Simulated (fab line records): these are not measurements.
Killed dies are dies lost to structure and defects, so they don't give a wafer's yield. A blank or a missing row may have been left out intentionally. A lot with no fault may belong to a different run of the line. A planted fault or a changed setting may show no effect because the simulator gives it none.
Which tool did it? | flow sky130 | Sampling: 9 lots, 27 wafers, 7 of 708 route steps

## WHAT EACH GAUGE READ, for each wafer
The record holds no reading of a measuring or inspecting step that can be judged against a usual standard deviation.

## WHICH TOOL RAN EACH LOT (tool, then ch and the chambers of the sampled wafers, then the start)
lot  | SKY_RES_PROTECT_STRIP_07             | SKY_LDD_P_STRIP_10                   | SKY_POLY_CUT_ETCH_10               | SKY_POLY_CUT_ETCH_11               | SKY_POLY_CUT_STRIP_12                | SKY_SD_P_STRIP_10                    | SKY_PAD_OPEN_PROBE_99
L927 | plasma_asher-04 ch 0,1, day 17 09:04 | plasma_asher-02 ch 0,1, day 21 14:26 | rie_diel-02 ch 0,1,3, day 26 17:32 | rie_diel-02 ch 0,1,3, day 26 17:35 | plasma_asher-02 ch 0,1, day 26 17:37 | -                                    | prober-02, day 47 11:35
L929 | plasma_asher-02 ch 0,1, day 17 15:42 | plasma_asher-03 ch 0,1, day 22 03:48 | rie_diel-03 ch 2,3, day 27 05:05   | rie_diel-03 ch 2,3, day 27 05:07   | plasma_asher-02 ch 0,1, day 27 05:12 | -                                    | prober-01, day 47 18:51
L935 | plasma_asher-03 ch 1, day 19 23:07   | plasma_asher-03 ch 0, day 23 23:26   | rie_diel-03 ch 1,2,3, day 28 21:32 | rie_diel-03 ch 1,2,3, day 28 21:34 | plasma_asher-01 ch 0,1, day 28 21:37 | plasma_asher-03 ch 0,1, day 30 01:15 | -
L937 | plasma_asher-02 ch 1, day 21 00:25   | plasma_asher-02 ch 0,1, day 24 23:31 | rie_diel-03 ch 0,1,2, day 29 22:55 | rie_diel-03 ch 0,1,2, day 29 22:58 | plasma_asher-03 ch 0,1, day 29 23:00 | plasma_asher-02 ch 0, day 31 02:50   | -
L938 | plasma_asher-02 ch 0,1, day 21 08:07 | plasma_asher-01 ch 0, day 25 07:37   | rie_diel-03 ch 0,1,2, day 30 10:16 | rie_diel-03 ch 0,1,2, day 30 10:19 | plasma_asher-02 ch 0,1, day 30 10:21 | plasma_asher-03 ch 1, day 31 13:35   | -
L939 | plasma_asher-03 ch 0,1, day 21 18:44 | plasma_asher-02 ch 0,1, day 25 16:44 | rie_diel-03 ch 1,2,3, day 30 14:47 | rie_diel-03 ch 1,2,3, day 30 14:49 | plasma_asher-03 ch 0,1, day 30 14:52 | plasma_asher-02 ch 0,1, day 31 17:58 | -
L941 | plasma_asher-03 ch 0,1, day 22 07:22 | plasma_asher-02 ch 0,1, day 26 04:55 | rie_diel-01 ch 0,1,3, day 30 21:52 | rie_diel-01 ch 0,1,3, day 30 21:55 | plasma_asher-01 ch 0,1, day 30 21:57 | plasma_asher-04 ch 0,1, day 32 01:13 | -
L942 | plasma_asher-04 ch 0,1, day 23 00:01 | plasma_asher-01 ch 0,1, day 26 22:05 | rie_diel-01 ch 1,3, day 31 13:55   | rie_diel-01 ch 1,3, day 31 13:58   | plasma_asher-01 ch 0,1, day 31 14:00 | plasma_asher-03 ch 0,1, day 32 17:22 | -
L944 | plasma_asher-02 ch 1, day 23 07:01   | plasma_asher-02 ch 0, day 27 05:46   | rie_diel-03 ch 0,1, day 31 23:28   | rie_diel-03 ch 0,1, day 31 23:31   | plasma_asher-03 ch 0,1, day 31 23:33 | plasma_asher-04 ch 0,1, day 33 02:28 | -
- SKY_RES_PROTECT_STRIP_07: strips in O2/N2.
- SKY_LDD_P_STRIP_10: strips in O2/N2.
- SKY_POLY_CUT_ETCH_10: etches BARC in N2/H2, stops on SiO2, time 45.9 s, target depth 60 nm.
- SKY_POLY_CUT_ETCH_11: etches Si3N4 in CF4/CH2F2/Ar, stops on poly-Si, time 42.5 s, target depth 60 nm.
- SKY_POLY_CUT_STRIP_12: strips in O2/N2.
- SKY_SD_P_STRIP_10: strips in O2/N2.
- SKY_PAD_OPEN_PROBE_99

## WHAT THE TOOLS THEMSELVES READ (means of the sampled wafers that have a number; where no wafer has one, the mark that the record gives instead)
SKY_RES_PROTECT_STRIP_07.
lot  | tool            | drypump_motor_current_A (A) | oes_product_au (a.u.) | strip_time_to_endpoint_s (s)
L927 | plasma_asher-04 | 5.3                         | 0.521                 | 23.30
L929 | plasma_asher-02 | 5.2                         | 0.518                 | 23.33
L935 | plasma_asher-03 | 5.3                         | 0.517                 | 23.27
L937 | plasma_asher-02 | 5.7                         | 0.515                 | 23.29
L938 | plasma_asher-02 | 5.2                         | 0.516                 | 23.35
L939 | plasma_asher-03 | 5.6                         | 0.515                 | 23.33
L941 | plasma_asher-03 | 5.8                         | 0.518                 | 23.23
L942 | plasma_asher-04 | 5.3                         | 0.520                 | 23.31
L944 | plasma_asher-02 | 5.6                         | 0.517                 | 23.37

SKY_LDD_P_STRIP_10.
lot  | tool            | drypump_motor_current_A (A) | oes_product_au (a.u.) | strip_time_to_endpoint_s (s)
L927 | plasma_asher-02 | 5.4                         | 0.713                 | 14.14
L929 | plasma_asher-03 | 5.6                         | 0.723                 | 14.15
L935 | plasma_asher-03 | 6.1                         | 0.716                 | 14.18
L937 | plasma_asher-02 | 5.1                         | 0.711                 | 14.19
L938 | plasma_asher-01 | 5.1                         | 0.720                 | 14.14
L939 | plasma_asher-02 | 5.2                         | 0.716                 | 14.20
L941 | plasma_asher-02 | 5.2                         | 0.716                 | 14.17
L942 | plasma_asher-01 | 5.0                         | 0.716                 | 14.15
L944 | plasma_asher-02 | 4.9                         | 0.712                 | 14.23

SKY_POLY_CUT_ETCH_10.
lot  | tool        | bias_w (W) | chamber_pressure_mTorr (mTorr) | drypump_motor_current_A (A) | h2_flow_sccm (sccm) | oes_product_au (a.u.) | rf_fwd_power_W (W) | throttle_valve_pct (%)
L927 | rie_diel-02 | -          | -                              | -                           | -                   | -                     | -                  | -
L929 | rie_diel-03 | -          | -                              | -                           | -                   | -                     | -                  | -
L935 | rie_diel-03 | 99.9       | 29.995                         | 5.8                         | 200.1               | 0.856                 | 495.5              | 13.217
L937 | rie_diel-03 | 100.2      | 30.005                         | 5.9                         | 200.0               | 0.856                 | 496.2              | 13.222
L938 | rie_diel-03 | 99.7       | 29.993                         | 5.9                         | 199.8               | 0.855                 | 494.8              | 13.222
L939 | rie_diel-03 | 99.8       | 30.000                         | 5.9                         | 200.0               | 0.856                 | 495.8              | 13.220
L941 | rie_diel-01 | 99.8       | 30.006                         | 5.5                         | 200.5               | 0.860                 | 495.0              | 13.226
L942 | rie_diel-01 | 100.1      | 29.983                         | 5.5                         | 200.6               | 0.858                 | 494.5              | 13.226
L944 | rie_diel-03 | 99.9       | 29.999                         | 5.6                         | 199.6               | 0.849                 | 492.8              | 13.225

SKY_POLY_CUT_ETCH_11.
lot  | tool        | bias_w (W) | cf4_flow_sccm (sccm) | drypump_motor_current_A (A) | mfc_ar_sccm (sccm) | oes_product_au (a.u.) | rf_fwd_power_W (W) | throttle_valve_pct (%)
L927 | rie_diel-02 | 150.3      | 39.89                | 5.7                         | 150.1              | 0.375                 | 593.0              | 14.954
L929 | rie_diel-03 | 149.6      | 39.91                | 6.3                         | 150.1              | 0.377                 | 592.0              | 14.957
L935 | rie_diel-03 | 150.0      | 40.00                | 5.8                         | 150.0              | 0.829                 | 592.5              | 14.995
L937 | rie_diel-03 | 150.0      | 40.14                | 6.0                         | 150.3              | 0.833                 | 594.5              | 14.995
L938 | rie_diel-03 | 150.3      | 39.94                | 5.9                         | 149.7              | 0.829                 | 595.3              | 14.996
L939 | rie_diel-03 | 149.8      | 39.99                | 5.8                         | 150.0              | 0.829                 | 594.3              | 14.990
L941 | rie_diel-01 | 149.9      | 39.95                | 5.6                         | 150.4              | 0.827                 | 592.9              | 14.994
L942 | rie_diel-01 | 150.2      | 39.99                | 5.5                         | 149.9              | 0.841                 | 592.2              | 14.997
L944 | rie_diel-03 | 150.7      | 40.05                | 5.5                         | 150.1              | 0.831                 | 592.4              | 14.991

SKY_POLY_CUT_STRIP_12.
lot  | tool            | drypump_motor_current_A (A) | oes_product_au (a.u.) | strip_time_to_endpoint_s (s)
L927 | plasma_asher-02 | 5.2                         | 0.464                 | 5.637
L929 | plasma_asher-02 | 5.5                         | 0.463                 | 5.640
L935 | plasma_asher-01 | 5.1                         | 0.455                 | 5.346
L937 | plasma_asher-03 | 5.8                         | 0.453                 | 5.351
L938 | plasma_asher-02 | 5.4                         | 0.455                 | 5.362
L939 | plasma_asher-03 | 5.8                         | 0.449                 | 5.348
L941 | plasma_asher-01 | 5.1                         | 0.452                 | 5.345
L942 | plasma_asher-01 | 5.0                         | 0.446                 | 5.338
L944 | plasma_asher-03 | 5.8                         | 0.455                 | 5.369

SKY_SD_P_STRIP_10.
lot  | tool            | drypump_motor_current_A (A) | oes_product_au (a.u.) | strip_time_to_endpoint_s (s)
L935 | plasma_asher-03 | 5.8                         | 0.620                 | 17.48
L937 | plasma_asher-02 | 4.9                         | 0.618                 | 17.52
L938 | plasma_asher-03 | 5.3                         | 0.618                 | 17.52
L939 | plasma_asher-02 | 5.2                         | 0.617                 | 17.43
L941 | plasma_asher-04 | 5.3                         | 0.615                 | 17.53
L942 | plasma_asher-03 | 5.6                         | 0.617                 | 17.52
L944 | plasma_asher-04 | 5.2                         | 0.618                 | 17.52

SKY_PAD_OPEN_PROBE_99.
lot  | tool      | killed_at_M0_to_M3 | killed_at_M4_up | killed_at_contacts | killed_at_front_end | killed_at_other | killed_dies | killed_on_rim | killed_open | killed_short
L927 | prober-02 | 40                 | 2.7             | 20                 | 428                 | 0.3             | 492         | 96            | 39          | 35
L929 | prober-01 | 49                 | 2.3             | 25                 | 416                 | 0.0             | 492         | 96            | 49          | 43

## THE ANSWER, worked out from the rows above alone
Rule: the usual values come from the lots themselves. The widest of any qualifying gaps counts: lots, ordered by their means at a reading, are off when they make up no more than a third of the lots, leave a main group of 4 or more, and stand apart from it by 3 or more times the standard deviation of that group's means. A main group is skipped when, at the precision printed for the reading in the tables above, its means are all equal. Also off: a lot with no number at a reading for which 4 or more lots have one. The other lots that the step has rows for count as sound. First the gauges in route order, then the tools' own readings, where a lot's mean is used as printed above. The first step at which some lot is off is used, and at that step the reading that is off furthest; a lot without a number counts as furthest.
Off at SKY_POLY_CUT_ETCH_10 (bias_w): L927, L929. Without a number there: L927, L929. The main group has a mean of 99.9 W with a standard deviation of 0.16.
A tool fits if, at that step or a process step before it, it ran every lot that is off, and no sound lot after the first of them. None of those tried fits.

## WHAT HAD BEEN PUT IN BY THE SIMULATOR
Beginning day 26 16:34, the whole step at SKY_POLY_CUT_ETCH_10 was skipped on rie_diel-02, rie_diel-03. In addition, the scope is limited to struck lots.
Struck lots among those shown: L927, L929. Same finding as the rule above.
